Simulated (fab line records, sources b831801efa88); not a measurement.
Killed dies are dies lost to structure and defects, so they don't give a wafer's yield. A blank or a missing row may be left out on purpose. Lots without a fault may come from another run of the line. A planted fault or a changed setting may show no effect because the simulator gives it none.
Which tool did it? | flow sky130 | 11 lots, 33 wafers sampled, at 7 steps of a route of 708

WHAT THE GAUGES READ, wafer by wafer
SKY_SONOS_ONO_OVL_MEAS_14.
lot  | measured     | on         | SONOS_ONO_OVL (nm)
L718 | day 13 05:59 | overlay-02 | -0.5 0.0 -0.5
L721 | day 14 07:46 | overlay-01 | -0.8 -0.6 0.0
L727 | day 16 12:46 | overlay-01 | 0.5 1.9 0.6
L728 | day 16 17:21 | overlay-02 | -1.2 -0.1 -0.5
L731 | day 17 19:20 | overlay-01 | -0.4 -1.0 0.0
L733 | day 18 09:52 | overlay-01 | -3.2 -1.8 -3.4
L734 | day 18 13:12 | overlay-01 | -0.6 -1.5 -1.0
L735 | day 18 23:39 | overlay-01 | -0.5 -4.3 -2.6
L736 | day 19 15:45 | overlay-01 | -0.7 -0.7 -0.1
L737 | day 19 19:39 | overlay-02 | -2.7 -0.9 -0.9
L739 | day 20 17:19 | overlay-01 | -1.1 -2.5 -2.6

SKY_LDD_P_CD_MEAS_07: target cd 380 nm.
lot  | measured     | on        | cd_nm (nm)
L718 | day 19 16:53 | cd_sem-02 | 380.8 381.5 381.9
L721 | day 20 21:45 | cd_sem-02 | 373.9 376.4 375.8
L727 | day 23 07:08 | cd_sem-01 | - - -
L728 | day 23 13:22 | cd_sem-01 | - - -
L731 | day 24 13:14 | cd_sem-02 | 381.8 379.5 379.5
L733 | day 25 07:09 | cd_sem-02 | 379.6 379.5 380.9
L734 | day 25 07:45 | cd_sem-02 | 382.7 383.2 382.4
L735 | day 25 14:57 | cd_sem-02 | 379.7 376.7 380.6
L736 | day 26 06:08 | cd_sem-01 | 379.9 385.4 383.6
L737 | day 26 12:09 | cd_sem-01 | 378.7 377.3 379.6
L739 | day 27 08:24 | cd_sem-02 | 382.3 380.1 381.3

SKY_LDD_HVN_TW_MEAS_10.
lot  | measured     | on            | LDD_HVN_TW
L718 | day 20 23:14 | film_metro-03 | 1420 1427 1435
L721 | day 22 05:43 | film_metro-03 | 1431 1435 1431
L727 | day 24 13:23 | film_metro-04 | 1482 1482 1486
L728 | day 24 19:52 | film_metro-03 | 1477 1479 1467
L731 | day 25 19:02 | film_metro-01 | 1442 1450 1443
L733 | day 26 12:59 | film_metro-03 | 1445 1443 1438
L734 | day 26 13:31 | film_metro-04 | 1442 1433 1433
L735 | day 26 19:55 | film_metro-01 | 1446 1440 1451
L736 | day 27 11:07 | film_metro-04 | 1451 1451 1444
L737 | day 27 17:23 | film_metro-01 | 1436 1441 1436
L739 | day 28 13:18 | film_metro-01 | 1429 1435 1437

SKY_LDD_HVP_TW_MEAS_10.
lot  | measured     | on            | LDD_HVP_TW
L718 | day 22 06:10 | film_metro-03 | 455.7 454.3 454.3
L721 | day 23 11:49 | film_metro-04 | 455.0 456.6 456.7
L727 | day 25 18:20 | film_metro-04 | 703.4 701.0 707.8
L728 | day 26 00:26 | film_metro-03 | 703.1 699.6 696.6
L731 | day 26 23:44 | film_metro-04 | 455.2 456.0 458.1
L733 | day 27 17:53 | film_metro-02 | 456.8 455.6 457.7
L734 | day 27 19:07 | film_metro-04 | 457.3 460.7 457.5
L735 | day 28 00:42 | film_metro-04 | 453.1 456.5 453.5
L736 | day 28 15:40 | film_metro-02 | 459.8 457.5 454.5
L737 | day 28 22:16 | film_metro-03 | 457.7 456.7 455.7
L739 | day 29 18:48 | film_metro-03 | 455.6 454.5 458.1

SKY_LDD_LDN_OVL_MEAS_07.
lot  | measured     | on         | LDD_LDN_OVL (nm)
L718 | day 23 12:26 | overlay-01 | -3.7 -3.8 -3.9
L721 | day 24 18:04 | overlay-01 | -0.9 -2.3 0.8
L727 | day 26 22:32 | overlay-01 | -3.9 -2.6 -2.0
L728 | day 27 05:05 | overlay-02 | -1.0 -1.4 0.3
L731 | day 28 04:23 | overlay-01 | -1.5 -1.5 -1.1
L733 | day 28 22:02 | overlay-02 | -2.3 0.5 -0.7
L734 | day 28 23:16 | overlay-01 | -2.8 -3.4 -3.9
L735 | day 29 04:44 | overlay-01 | -2.9 -1.7 -0.4
L736 | day 29 19:44 | overlay-02 | 1.5 0.9 1.6
L737 | day 30 02:59 | overlay-02 | -0.9 -0.9 -0.7
L739 | day 30 22:50 | overlay-01 | -1.6 -1.3 0.7

WHICH TOOL RAN EACH LOT (tool, then ch and the chambers of the sampled wafers, then the start)
lot  | SKY_VT_ADJUST_LVTN_STRIP_09          | SKY_LDD_P_COAT_02
L718 | plasma_asher-03 ch 0,1, day 7 08:13  | litho_track-02 ch 0, day 19 01:29
L721 | plasma_asher-03 ch 0,1, day 8 00:53  | litho_track-02 ch 0, day 20 06:15
L727 | plasma_asher-03 ch 0,1, day 9 20:16  | litho_track-02, day 22 15:59
L728 | plasma_asher-01 ch 0,1, day 10 00:16 | litho_track-02, day 22 21:57
L731 | plasma_asher-03 ch 0,1, day 10 22:23 | litho_track-03 ch 0, day 23 22:31
L733 | plasma_asher-03 ch 0,1, day 11 09:10 | litho_track-02 ch 0, day 24 15:51
L734 | plasma_asher-04 ch 0,1, day 11 14:17 | litho_track-02 ch 0, day 24 17:00
L735 | plasma_asher-03 ch 0,1, day 11 22:58 | litho_track-02 ch 0, day 25 00:35
L736 | plasma_asher-04 ch 0,1, day 12 10:22 | litho_track-01 ch 0, day 25 15:55
L737 | plasma_asher-04 ch 0,1, day 12 13:55 | litho_track-03 ch 0, day 25 21:08
L739 | plasma_asher-04 ch 0,1, day 13 08:45 | litho_track-03 ch 0, day 26 18:10
- SKY_VT_ADJUST_LVTN_STRIP_09: strips in O2/N2.
- SKY_LDD_P_COAT_02: resist thk 1140 nm.

WHAT THE TOOLS THEMSELVES READ (means of the sampled wafers that have a number; where no wafer has one, the mark that the record gives instead)
SKY_VT_ADJUST_LVTN_STRIP_09.
lot  | tool            | drypump_motor_current_A (A) | oes_product_au (a.u.) | strip_time_to_endpoint_s (s)
L718 | plasma_asher-03 | 6.1                         | 0.722                 | 36.93
L721 | plasma_asher-03 | 6.1                         | 0.723                 | 37.01
L727 | plasma_asher-03 | 6.1                         | 0.721                 | 36.84
L728 | plasma_asher-01 | 5.7                         | 0.720                 | 37.08
L731 | plasma_asher-03 | 6.5                         | 0.723                 | 37.04
L733 | plasma_asher-03 | 6.1                         | 0.719                 | 36.78
L734 | plasma_asher-04 | 5.5                         | 0.722                 | 36.76
L735 | plasma_asher-03 | 6.1                         | 0.717                 | 37.04
L736 | plasma_asher-04 | 5.7                         | 0.723                 | 36.85
L737 | plasma_asher-04 | 5.7                         | 0.718                 | 36.92
L739 | plasma_asher-04 | 5.7                         | 0.725                 | 36.80

SKY_LDD_P_COAT_02.
lot  | tool           | chill_plate_temp_C (C) | dispense_pressure_kPa (kPa)
L718 | litho_track-02 | 22.96                  | 51.4
L721 | litho_track-02 | 22.91                  | 51.5
L727 | litho_track-02 | -                      | -
L728 | litho_track-02 | -                      | -
L731 | litho_track-03 | 23.09                  | 49.8
L733 | litho_track-02 | 23.13                  | 51.4
L734 | litho_track-02 | 23.04                  | 51.4
L735 | litho_track-02 | 23.01                  | 51.5
L736 | litho_track-01 | 23.06                  | 54.5
L737 | litho_track-03 | 23.04                  | 49.8
L739 | litho_track-03 | 22.98                  | 49.8

THE ANSWER, worked out from the rows above alone
Rule: what is usual is taken from the lots themselves. Put in order of their means at a reading, lots are off if they are a third of the lots or fewer, leave a main group of 4 or more, and stand apart from it by a gap of 3 or more times the standard deviation of the main group's means; of several such gaps the widest counts. A main group whose means are all the same, to the digits that the tables above print for the reading, isn't used. A lot without any number at a reading at which 4 lots or more have one is off too. The other lots that the step has rows for count as sound. The gauges are gone through in route order, then the tools' own readings, and for those a lot's mean is taken as printed above. The first step at which some lot is off is used, and at that step the reading that is off furthest; a lot without a number counts as furthest.
Off: L727, L728, at SKY_LDD_P_CD_MEAS_07 (cd_nm). Without a number there: L727, L728. The main group: mean 380.2 nm, standard deviation 2.2.
A tool fits if, at a process step before that reading, it ran every lot that is off, and no sound lot after the first of them. The gauges at SKY_LDD_P_CD_MEAS_07 aren't tried: what is off there is off at SKY_LDD_HVN_TW_MEAS_10 too, on other tools, and a gauge's error can't cause that. None of those tried fits.

WHAT THE SIMULATOR HAD PUT IN
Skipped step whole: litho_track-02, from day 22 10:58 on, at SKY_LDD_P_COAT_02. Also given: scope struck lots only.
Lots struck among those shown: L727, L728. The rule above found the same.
